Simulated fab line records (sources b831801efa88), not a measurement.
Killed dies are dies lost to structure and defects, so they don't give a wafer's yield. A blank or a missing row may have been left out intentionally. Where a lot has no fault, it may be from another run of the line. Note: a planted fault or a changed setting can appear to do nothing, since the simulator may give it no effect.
Which tool is to blame?    flow sky130    12 lots with 36 wafers sampled at 4 steps, on a route of 708 steps

== WHAT THE GAUGES READ, wafer by wafer ==
SKY_DNWELL_TW_MEAS_09.
lot   measured     on             DNWELL_TW
L156  day 3 14:16  film metro-04  1132 1130 1131
L160  day 4 08:46  film metro-04  1123 1122 1117
L161  day 4 15:16  film metro-02  1121 1120 1119
L162  day 4 22:26  film metro-02  1123 1114 1122
L163  day 5 00:41  film metro-02  1106 1111 1101
L165  day 5 10:32  film metro-01  1128 1126 1126
L166  day 5 14:41  film metro-02  1113 1116 1116
L167  day 5 20:16  film metro-04  1122 1119 1123
L170  day 6 14:17  film metro-02  1115 1106 1107
L171  day 6 18:41  film metro-02  30 30 30 30 30 30
L172  day 6 23:41  film metro-04  1116 1112 1112
L178  day 8 16:19  film metro-02  1116 1121 1112

SKY_LOCAL_INTERCONNECT_RS_MEAS_01: uses a four-point probe to measure.
lot   measured      on             LOCAL_INTERCONNECT_TIN_RS (ohm/sq)
L156  day 29 23:01  film metro-03  14.12 14.28 14.26
L160  day 31 08:23  film metro-04  14.17 14.38 14.30
L161  day 31 15:04  film metro-01  14.38 14.23 14.31
L162  day 32 05:16  film metro-03  14.07 14.09 14.14
L163  day 32 02:47  film metro-01  14.47 14.22 14.39
L165  day 33 00:47  film metro-01  14.12 13.96 13.85
L166  day 33 02:11  film metro-04  14.29 14.28 14.34
L167  day 33 12:50  film metro-01  14.34 14.36 14.25
L170  day 34 15:17  film metro-04  14.13 14.16 14.32
L172  day 35 01:32  film metro-03  14.11 14.21 14.23
L178  day 37 07:07  film metro-03  14.11 14.13 13.98

== TOOL THAT RAN EACH LOT (tool first, then ch and the chambers of the sampled wafers, then the start) ==
lot   SKY_DNWELL_EXPOSE_04                SKY_SD_N_RTA_14
L156  iline stepper-02 ch 0, day 3 06:21  rtp anneal-02 ch 0, day 28 16:05
L160  iline stepper-02 ch 0, day 4 00:28  rtp anneal-02 ch 0, day 30 01:25
L161  iline stepper-01 ch 0, day 4 07:32  rtp anneal-01 ch 0, day 30 09:01
L162  iline stepper-01 ch 0, day 4 13:47  rtp anneal-01 ch 0, day 30 22:14
L163  iline stepper-02 ch 0, day 4 15:57  rtp anneal-02 ch 0, day 30 20:16
L165  iline stepper-01 ch 0, day 5 02:04  rtp anneal-01 ch 0, day 31 19:35
L166  iline stepper-02 ch 0, day 5 06:11  rtp anneal-02 ch 0, day 31 21:20
L167  iline stepper-01 ch 0, day 5 11:25  rtp anneal-01 ch 0, day 32 07:19
L170  iline stepper-01 ch 0, day 6 05:19  rtp anneal-02 ch 0, day 33 10:11
L171  iline stepper-02 ch 0, day 6 09:16  -
L172  iline stepper-02 ch 0, day 6 13:48  rtp anneal-02 ch 0, day 33 21:04
L178  iline stepper-01 ch 0, day 8 05:35  rtp anneal-01 ch 0, day 36 02:33
- SKY_DNWELL_EXPOSE_04: exposes mask DNM, target cd 3000 nm.
- SKY_SD_N_RTA_14: time 2 s.

== AS READ BY THE TOOLS THEMSELVES (means over the sampled wafers that have a number; for cases with no such wafer, the mark the record gives instead) ==
SKY_SD_N_RTA_14.
lot   tool           anneal temp c max  lamp power pct (%)  wafer_temp_C_max
L156  rtp anneal-02  1078.9             15.73               1078.2
L160  rtp anneal-02  1077.9             15.77               1077.3
L161  rtp anneal-01  1078.8             15.81               1078.0
L162  rtp anneal-01  1079.0             15.79               1077.8
L163  rtp anneal-02  1079.1             15.73               1078.4
L165  rtp anneal-01  1078.7             15.73               1077.7
L166  rtp anneal-02  1077.8             15.72               1079.2
L167  rtp anneal-01  1078.3             15.70               1077.6
L170  rtp anneal-02  1078.4             15.72               1077.7
L172  rtp anneal-02  1079.3             15.76               1078.0
L178  rtp anneal-01  1077.6             15.75               1076.8

== THE ANSWER, worked out from the rows above alone ==
Rule: usual is defined by the lots themselves. Put in order of their means at a reading, lots are off if they are a third of the lots or fewer, leave a main group of 4 or more, and stand apart from it by a gap of 3 or more times the standard deviation of the main group's means; of several such gaps the widest counts. If all means in a main group match to the digits the tables above print for the reading, that group is not used. A lot without any number at a reading at which 4 lots or more have one is off too. Any other lot the step has rows for is counted as sound. First the gauges in route order, then the tools' own readings, where a lot's mean is used as printed above. The first step at which some lot is off is used, and at that step the reading that is off furthest; a lot without a number counts as furthest.
Off: L171, at SKY_DNWELL_TW_MEAS_09 (DNWELL_TW). Mean 1118 and standard deviation 6.9 in the main group.
If a tool, at a process step before that reading, ran all the lots that are off and no sound lot after the first of them, it fits. Gauges at SKY_DNWELL_TW_MEAS_09: tried the same way as those tools. Of those tried, none fits.

== WHAT THE SIMULATOR PUT IN ==
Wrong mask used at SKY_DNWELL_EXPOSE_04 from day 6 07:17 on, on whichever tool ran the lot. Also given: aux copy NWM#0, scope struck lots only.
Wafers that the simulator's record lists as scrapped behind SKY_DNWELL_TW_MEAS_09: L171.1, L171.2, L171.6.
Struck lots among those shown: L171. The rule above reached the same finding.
